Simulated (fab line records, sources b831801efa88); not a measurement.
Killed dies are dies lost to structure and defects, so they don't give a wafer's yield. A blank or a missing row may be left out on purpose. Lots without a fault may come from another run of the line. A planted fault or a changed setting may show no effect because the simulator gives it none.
fab line records | flow gf180mcu
record lots=14 wafers=42 last_day=33
route steps=602 shown CONTACT@309 M1@318
lots that met no fault: from a run of the same line without faults
start_h: hours from the record's first day to the start of the lot's first wafer shown | wait_h: hours since the lot's step before | " the same as in the row above | L1.1+2: a row that stands for several wafers | - no value, or no start given | * or withheld: withheld | < > ~ a bound
route shown NAME@n: a module of which the file shows steps, and the number in the route of the first | usual: mean/standard deviation of fault-free wafers | same: alike in all rows | chamber/n: place in a boat | sites: the reading at each site | _std_site: their standard deviation | _edge_site: outer sites' mean less inner sites' | radius_mm: how far each site lies from the wafer's centre | mask NAME#n: copy n | behind: the tool/chamber that last shaped the wafer | hold: why the lot was held/for how many hours/how that ended | device: the transistor (n, p or np) that didn't switch | end of line: the same wafers' tests at the end of the route | a step without rows: its recipe alone | killed: dies lost to structure and defects at the first sort, not the wafer's yield | map: a wafer's dies, x killed, . not, _ none there
set.NAME: the setting as run; set.NAME@STEP: as run at that earlier step | model.NAME: the simulator's own value behind a step, which no gauge read
steps of the route over a sample of lots; a table a step, a row a wafer
services: from which hour (start_h, from the record's first day; less than 0 if before it) a tool's chamber was out of use, for how many hours, and why
## steps
# step GF_CONTACT_SPUTTER_22
# recipe material=Ti target_thk_nm=15 chamber_pressure_pa=5 power_w=2500 substrate_temp_c=200 time_s=80.02
# usual throttle_valve_pct=30.0/0.61
# same time_s=80.02
# columns lot.wafer tool chamber start_h wait_h throttle_valve_pct
L492.1 pvd_sputter-02 - 381.54 0.0 30.6
L492.2 " - " " 29.4
L492.3 " - " " 29.7
L493.1 pvd_sputter-04 - 384.56 0.0 30.1
L493.3 " - " " 29.8
L493.6 " - " " 29.7
L495.2 pvd_sputter-02 - 402.99 0.0 29.7
L495.3 " - " " 29.8
L495.6 " - " " 30.6
L496.3 pvd_sputter-02 - 412.49 0.0 29.7
L496.5 " - " " 29.5
L496.6 " - " " 29.4
L498.3 pvd_sputter-04 - 423.80 0.0 30.9
L498.4 " - " " 30.1
L498.6 " - " " 29.9
L499.3 pvd_sputter-04 - 440.55 0.0 30.0
L499.4 " - " " 29.7
L499.6 " - " " 30.1
L500.1 pvd_sputter-02 - 446.89 0.0 29.7
L500.2 " - " " 30.7
L500.3 " - " " 29.3
L501.1 pvd_sputter-04 - 452.39 0.0 29.6
L501.3 " - " " 29.9
L501.4 " - " " 30.0
L505.3 pvd_sputter-04 - 487.90 0.0 31.1
L505.4 " - " " 29.6
L505.6 " - " " 31.0
L506.2 pvd_sputter-03 - 494.09 0.0 28.8
L506.4 " - " " 29.4
L506.5 " - " " 29.5
L507.1 pvd_sputter-04 - 502.83 0.0 29.6
L507.3 " - " " 29.7
L507.4 " - " " 30.0
L508.1 pvd_sputter-03 - 511.80 0.0 29.1
L508.4 " - " " 31.2
L508.5 " - " " 29.6
L509.4 pvd_sputter-03 - 517.74 0.0 28.8
L509.5 " - " " 29.7
L509.6 " - " " 31.2
L510.2 pvd_sputter-04 - 530.53 0.0 31.1
L510.3 " - " " 29.8
L510.6 " - " " 31.0
# step GF_M1_SPUTTER_03
# recipe material=Ti target_thk_nm=10 substrate_temp_c=300 chamber_pressure_pa=0.3 power_w=3000 time_s=6.7
# usual throttle_valve_pct=29.9/0.49
# same time_s=6.7
# columns lot.wafer tool chamber start_h wait_h throttle_valve_pct
L492.1 pvd_sputter-01 - 382.38 0.0 29.3
L492.2 " - " " 29.5
L492.3 " - " " 29.7
L493.1 pvd_sputter-04 - 385.75 0.0 29.7
L493.3 " - " " 31.1
L493.6 " - " " 29.4
L495.2 pvd_sputter-01 - 403.83 0.0 29.9
L495.3 " - " " 30.3
L495.6 " - " " 29.7
L496.3 pvd_sputter-01 - 413.33 0.0 29.7
L496.5 " - " " 30.0
L496.6 " - " " 30.0
L498.3 pvd_sputter-04 - 424.64 0.0 29.5
L498.4 " - " " 31.0
L498.6 " - " " 30.0
L499.3 pvd_sputter-04 - 441.49 0.0 29.5
L499.4 " - " " 29.7
L499.6 " - " " 29.4
L500.1 pvd_sputter-01 - 447.73 0.0 30.3
L500.2 " - " " 30.4
L500.3 " - " " 29.6
L501.1 pvd_sputter-01 - 453.23 0.0 30.3
L501.3 " - " " 29.6
L501.4 " - " " 30.2
L505.3 pvd_sputter-04 - 488.74 0.0 29.6
L505.4 " - " " 30.2
L505.6 " - " " 31.0
L506.2 pvd_sputter-04 - 494.93 0.0 31.1
L506.4 " - " " 30.1
L506.5 " - " " 30.0
L507.1 pvd_sputter-04 - 503.85 0.0 30.3
L507.3 " - " " 29.7
L507.4 " - " " 29.8
L508.1 pvd_sputter-03 - 514.84 0.0 29.6
L508.4 " - " " 29.0
L508.5 " - " " 30.9
L509.4 pvd_sputter-01 - 518.85 0.0 29.4
L509.5 " - " " 29.4
L509.6 " - " " 29.9
L510.2 pvd_sputter-01 - 531.37 0.0 29.8
L510.3 " - " " 30.2
L510.6 " - " " 30.4
# step GF_M1_PEB_12
# recipe peb_temp_c=135 peb_time_s=90 resist=KrF
# usual chill_plate_temp_C=22.99/0.099 exhaust_pa=45.1/0.92 plate_temp_C=134.96/0.14
# columns lot.wafer tool chamber start_h wait_h chill_plate_temp_C exhaust_pa plate_temp_C
L492.1 litho_track-03 0 405.03 - 23.08 44.5 135.01
L492.2 " 0 " " 22.92 43.9 135.04
L492.3 " 0 " " 23.01 44.8 134.82
L493.1 litho_track-04 0 408.65 - 23.07 45.1 134.92
L493.3 " 0 " " 23.10 45.4 135.07
L493.6 " 0 " " 23.12 46.4 135.01
L495.2 litho_track-04 0 427.23 - 22.97 44.8 134.83
L495.3 " 0 " " 22.96 43.8 134.90
L495.6 " 0 " " 22.95 44.6 134.54
L496.3 litho_track-03 0 437.14 - 22.97 45.5 135.09
L496.5 " 0 " " 23.07 46.8 135.00
L496.6 " 0 " " 23.01 46.0 135.05
L498.3 litho_track-03 0 448.49 - 22.95 45.9 135.17
L498.4 " 0 " " 22.88 45.7 135.26
L498.6 " 0 " " 22.79 44.4 135.19
L499.3 litho_track-02 0 465.13 - 23.15 44.3 135.01
L499.4 " 0 " " 23.07 44.8 135.04
L499.6 " 0 " " 23.04 43.6 134.94
L500.1 litho_track-04 0 471.80 - 23.19 44.2 134.75
L500.2 " 0 " " 22.99 43.8 134.80
L500.3 " 0 " " 22.94 44.9 134.69
L501.1 litho_track-03 0 476.78 - 23.08 45.0 134.80
L501.3 " 0 " " 23.05 45.2 134.85
L501.4 " 0 " " 23.02 44.9 134.81
L505.3 litho_track-03 0 512.54 - 23.03 47.1 135.03
L505.4 " 0 " " 23.12 47.9 134.95
L505.6 " 0 " " 22.90 46.3 135.23
L506.2 litho_track-03 0 517.46 - 23.09 45.0 135.17
L506.4 " 0 " " 23.06 43.9 134.96
L506.5 " 0 " " 23.02 45.4 135.11
L507.1 litho_track-04 0 527.05 - 22.94 46.2 134.92
L507.3 " 0 " " 23.15 46.9 134.99
L507.4 " 0 " " 23.06 45.2 135.01
L508.1 litho_track-03 - 537.38 - - - -
L508.4 " - " " - - -
L508.5 " - " " - - -
L509.4 litho_track-02 - 541.86 - - - -
L509.5 " - " " - - -
L509.6 " - " " - - -
L510.2 litho_track-02 0 554.34 - 23.02 45.9 135.06
L510.3 " 0 " " 23.07 44.5 134.96
L510.6 " 0 " " 23.06 46.1 135.27
# step GF_M1_CD_MEAS_14
# recipe target_cd_nm=230
# usual cd_nm=230.0/1.1
# columns lot.wafer tool chamber start_h wait_h cd_nm
L492.1 cd_sem-01 - 405.38 0.1 228.1
L492.2 " - " " 229.5
L492.3 " - " " 230.1
L493.1 cd_sem-01 - 409.00 0.1 227.9
L493.3 " - " " 229.6
L493.6 " - " " 228.4
L495.2 cd_sem-01 - 427.57 0.1 231.0
L495.3 " - " " 231.0
L495.6 " - " " 230.7
L496.3 cd_sem-01 - 437.47 0.1 231.6
L496.5 " - " " 230.9
L496.6 " - " " 230.7
L498.3 cd_sem-02 - 448.82 0.1 230.0
L498.4 " - " " 228.4
L498.6 " - " " 229.5
L499.3 cd_sem-02 - 465.45 0.1 230.1
L499.4 " - " " 230.4
L499.6 " - " " 230.8
L500.1 cd_sem-01 - 472.15 0.1 231.8
L500.2 " - " " 231.8
L500.3 " - " " 231.9
L501.1 cd_sem-01 - 477.13 0.1 231.1
L501.3 " - " " 231.0
L501.4 " - " " 231.4
L505.3 cd_sem-01 - 512.87 0.1 231.8
L505.4 " - " " 230.7
L505.6 " - " " 230.6
L506.2 cd_sem-01 - 517.80 0.1 229.0
L506.4 " - " " 230.6
L506.5 " - " " 229.8
L507.1 cd_sem-02 - 527.40 0.1 229.2
L507.3 " - " " 228.5
L507.4 " - " " 229.6
L508.1 cd_sem-01 - 537.73 0.1 -
L508.4 " - " " -
L508.5 " - " " -
L509.4 cd_sem-01 - 542.18 0.1 -
L509.5 " - " " -
L509.6 " - " " -
L510.2 cd_sem-01 - 554.68 0.1 229.1
L510.3 " - " " 228.2
L510.6 " - " " 229.4
## services
# columns tool chamber start_h hours kind
pvd_sputter-03 - 377.28 83.3 repair
pvd_sputter-04 - 403.89 3.6 repair
pvd_sputter-04 - 412.99 4.1 repair
pvd_sputter-02 - 440.01 3.4 repair
pvd_sputter-03 - 459.09 8.8 repair
pvd_sputter-01 - 493.40 5.9 repair
pvd_sputter-03 - 501.47 1.7 repair
pvd_sputter-01 - 524.12 5.0 repair
pvd_sputter-02 - 550.65 3.0 repair
## key
first_sign step=GF_M1_PEB_12 reading=tool_record direction=missing
effect none on later readings
met_at GF_M1_PEB_12
struck_lots L508,L509
later_rows_left_out L508.1,L508.4,L508.5,L509.4,L509.5,L509.6
sort_left_out L508.1,L508.4,L508.5,L509.4,L509.5,L509.6
not_acting_at GF_CONTACT_SPUTTER_22,GF_M1_SPUTTER_03,GF_M1_CD_MEAS_14
onset_between 517.46 537.38
fault kind=skipped_step_whole tool=litho_track-02,litho_track-03 chamber=- onset_h=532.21 steps=GF_M1_PEB_12 scope=struck_lots_only
# sort_left_out: the simulated sort isn't trusted on such a fault, so these wafers' sort isn't shown, and their yield isn't known
# later_rows_left_out: the simulator's readings of these wafers behind a module that went badly wrong aren't trusted and aren't shown, but for the sort
